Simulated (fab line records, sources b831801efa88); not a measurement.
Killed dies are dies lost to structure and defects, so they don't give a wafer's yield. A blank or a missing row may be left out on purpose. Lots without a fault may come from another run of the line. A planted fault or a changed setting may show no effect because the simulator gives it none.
Which tool did it? | flow gf180mcu | 13 lots, 39 wafers sampled, at 4 steps of a route of 602

WHAT THE GAUGES READ, wafer by wafer
GF_V5_RS_MEAS_24: measures by four-point-probe.
lot  | measured     | on            | V5_W_RS (ohm/sq)
L871 | day 27 08:29 | film_metro-01 | 0.330 0.321 0.327
L873 | day 28 09:48 | film_metro-01 | 0.328 0.330 0.328
L874 | day 28 07:19 | film_metro-01 | 0.330 0.322 0.321
L875 | day 28 15:03 | film_metro-01 | 0.330 0.319 0.320
L876 | day 29 02:07 | film_metro-01 | 0.326 0.330 0.326
L879 | day 29 22:57 | film_metro-01 | 0.321 0.333 0.331
L880 | day 30 06:23 | film_metro-02 | 0.326 0.330 0.333
L881 | day 30 15:09 | film_metro-02 | 0.330 0.321 0.327
L882 | day 30 19:52 | film_metro-01 | 0.318 0.321 0.322
L883 | day 30 23:42 | film_metro-01 | 0.324 0.328 0.325
L885 | day 31 17:56 | film_metro-03 | 0.325 0.322 0.329
L886 | day 31 18:33 | film_metro-01 | 0.326 0.330 0.320
L888 | day 32 12:14 | film_metro-03 | 0.324 0.326 0.324

GF_V5_THK_MEAS_25: measures by xrf.
lot  | measured     | on            | V5_W_THK (nm)
L871 | day 27 08:35 | film_metro-01 | 346 362 352
L873 | day 28 09:55 | film_metro-01 | 349 349 348
L874 | day 28 07:26 | film_metro-01 | 346 358 357
L875 | day 28 15:10 | film_metro-01 | 348 359 360
L876 | day 29 02:14 | film_metro-01 | 354 350 353
L879 | day 29 23:03 | film_metro-01 | 361 346 347
L880 | day 30 06:29 | film_metro-02 | 362 356 354
L881 | day 30 15:16 | film_metro-02 | 358 365 361
L882 | day 30 19:58 | film_metro-01 | 362 357 358
L883 | day 30 23:49 | film_metro-01 | 356 350 353
L885 | day 31 18:02 | film_metro-03 | 368 370 364
L886 | day 31 18:40 | film_metro-01 | 351 347 361
L888 | day 32 12:19 | film_metro-03 | 366 363 366

WHICH TOOL RAN EACH LOT (tool, then ch and the chambers of the sampled wafers, then the start)
lot  | GF_POLY_GATE_CLEAN_15           | GF_V5_SPUTTER_22
L871 | wet_bench-01 ch 0, day 9 05:10  | pvd_sputter-04, day 27 08:17
L873 | wet_bench-03 ch 0, day 9 19:28  | pvd_sputter-03, day 28 09:38
L874 | wet_bench-01 ch 1, day 10 01:41 | pvd_sputter-02, day 28 07:10
L875 | wet_bench-04 ch 1, day 10 09:47 | pvd_sputter-03, day 28 14:53
L876 | wet_bench-01 ch 1, day 10 19:20 | pvd_sputter-02, day 29 01:58
L879 | wet_bench-01 ch 0, day 11 15:08 | pvd_sputter-03, day 29 22:46
L880 | wet_bench-01 ch 3, day 11 23:23 | pvd_sputter-02, day 30 06:11
L881 | wet_bench-04 ch 0, day 12 07:05 | pvd_sputter-03, day 30 14:59
L882 | wet_bench-01 ch 3, day 12 11:59 | pvd_sputter-04, day 30 19:41
L883 | wet_bench-01 ch 2, day 12 16:22 | pvd_sputter-02, day 30 23:33
L885 | wet_bench-01 ch 1, day 13 10:20 | pvd_sputter-04, day 31 17:42
L886 | wet_bench-01 ch 3, day 13 14:05 | pvd_sputter-03, day 31 18:23
L888 | wet_bench-01 ch 2, day 14 09:50 | pvd_sputter-04, day 32 12:01
- GF_POLY_GATE_CLEAN_15: cleans in SC1/SC2, time 150 s.
- GF_V5_SPUTTER_22: material TiN, target thk 10 nm, time 40 s.

WHAT THE TOOLS THEMSELVES READ (means of the sampled wafers that have a number; where no wafer has one, the mark that the record gives instead)
GF_POLY_GATE_CLEAN_15.
lot  | tool         | temp_c (C)
L871 | wet_bench-01 | 70.05
L873 | wet_bench-03 | 70.17
L874 | wet_bench-01 | 69.94
L875 | wet_bench-04 | 69.93
L876 | wet_bench-01 | 69.98
L879 | wet_bench-01 | 69.92
L880 | wet_bench-01 | 70.02
L881 | wet_bench-04 | 70.04
L882 | wet_bench-01 | 70.07
L883 | wet_bench-01 | 70.04
L885 | wet_bench-01 | 69.98
L886 | wet_bench-01 | 70.08
L888 | wet_bench-01 | 70.01

GF_V5_SPUTTER_22.
lot  | tool           | cathode_dc_power_W (W) | throttle_valve_pct (%)
L871 | pvd_sputter-04 | 3999.7                 | 30.6
L873 | pvd_sputter-03 | 4000.2                 | 30.4
L874 | pvd_sputter-02 | 4000.2                 | 29.8
L875 | pvd_sputter-03 | 3999.2                 | 30.1
L876 | pvd_sputter-02 | 3999.2                 | 29.8
L879 | pvd_sputter-03 | 3999.9                 | 31.2
L880 | pvd_sputter-02 | 4000.3                 | 29.7
L881 | pvd_sputter-03 | 4000.0                 | 30.4
L882 | pvd_sputter-04 | 4000.2                 | 31.6
L883 | pvd_sputter-02 | 4000.3                 | 28.6
L885 | pvd_sputter-04 | 4000.3                 | 31.4
L886 | pvd_sputter-03 | 4000.6                 | 30.4
L888 | pvd_sputter-04 | 3999.7                 | 31.3

THE ANSWER, worked out from the rows above alone
Rule: what is usual is taken from the lots themselves. Put in order of their means at a reading, lots are off if they are a third of the lots or fewer, leave a main group of 4 or more, and stand apart from it by a gap of 3 or more times the standard deviation of the main group's means; of several such gaps the widest counts. A main group whose means are all the same, to the digits that the tables above print for the reading, isn't used. A lot without any number at a reading at which 4 lots or more have one is off too. The other lots that the step has rows for count as sound. The gauges are gone through in route order, then the tools' own readings, and for those a lot's mean is taken as printed above. The first step at which some lot is off is used, and at that step the reading that is off furthest; a lot without a number counts as furthest.
No lot is off at any reading shown: from this, nothing can be told.

WHAT THE SIMULATOR HAD PUT IN
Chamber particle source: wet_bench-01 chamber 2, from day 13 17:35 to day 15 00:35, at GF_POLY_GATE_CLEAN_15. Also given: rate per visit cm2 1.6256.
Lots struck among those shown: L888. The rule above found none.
